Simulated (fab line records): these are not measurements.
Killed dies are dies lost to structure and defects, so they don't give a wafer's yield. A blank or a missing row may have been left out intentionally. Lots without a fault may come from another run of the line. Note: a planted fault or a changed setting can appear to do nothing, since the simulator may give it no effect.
A single fault, viewed from 2 desks -- flow gf180mcu -- numbers are kept per desk, each desk with only its own; the story behind them comes last

## DESK OF THE TOOL OWNER: litho-track-01
The tool's own readings at GF_V3_PEB_12 (peb time 90 s): means of the sampled wafers that have a number, for each lot that ran on this tool. The brackets show how far a lot's mean lies from the usual mean; more than 4 standard deviations puts the lot out of limits, marked OUT.
Columns: A = heater-power-total-W at GF_V3_PEB_12, usual 85.70 W
lot,first seen here,A
L351,day 22 05:48,85.68
L353,day 22 19:10,85.66
L357,day 24 14:17,85.67
L364,day 26 22:13,86.59 (+11) OUT
L365,day 27 02:35,86.60 (+11) OUT
This desk's verdict: out of limits on L364, L365, starting with L364 at day 26 22:13 (heater-power-total-W at GF_V3_PEB_12). In limits: L351, L353, L357.

## THE METROLOGY DESK
What the gauges read, lot by lot, whatever tool the lot ran on: means of the sampled wafers that have a number. The brackets show how far a lot's mean lies from the usual mean; more than 4 standard deviations puts the lot out of limits, marked OUT.
Columns: A = cd-nm at GF_M3_CD_MEAS_14, usual 280.0 nm; B = V3_CVD_00_THK at GF_V3_THK_MEAS_01, usual 599 nm
lot,first seen here,A,B
L351,day 21 04:47,278.9,596
L352,day 21 16:43,280.0,599
L353,day 21 18:56,281.0,607
L354,day 22 12:07,279.9,593
L355,day 22 22:54,279.3,605
L356,day 23 12:05,281.2,600
L357,day 23 15:14,278.4,601
L359,day 24 09:59,281.9,597
L363,day 25 14:59,282.4,608
L364,day 26 00:11,279.5,596
L365,day 26 05:13,280.3,587
L370,day 27 17:46,282.2,596
L373,day 28 13:28,277.8,598
L374,day 28 19:56,279.4,598
This desk's verdict: no lot among the 14 shows anything out of limits.

## BROUGHT TOGETHER
The tool owner's desk had the chance to raise an alarm at day 26 22:13 on L364, L365.
Metrology desk: nothing out of limits seen.
The metrology desk holds a record of L364, L365, inside its limits.
Of the lots named, all ran GF_V3_PEB_12 on litho-track-01.

## WHAT THE SIMULATOR HAD PUT IN
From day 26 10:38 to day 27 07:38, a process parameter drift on litho-track-01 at GF_V3_PEB_12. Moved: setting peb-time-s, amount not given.
Lots struck among those shown: L364, L365.
How many hours passed from the start of the fault until each desk's first out-of-limits reading: the tool owner's desk, 12.
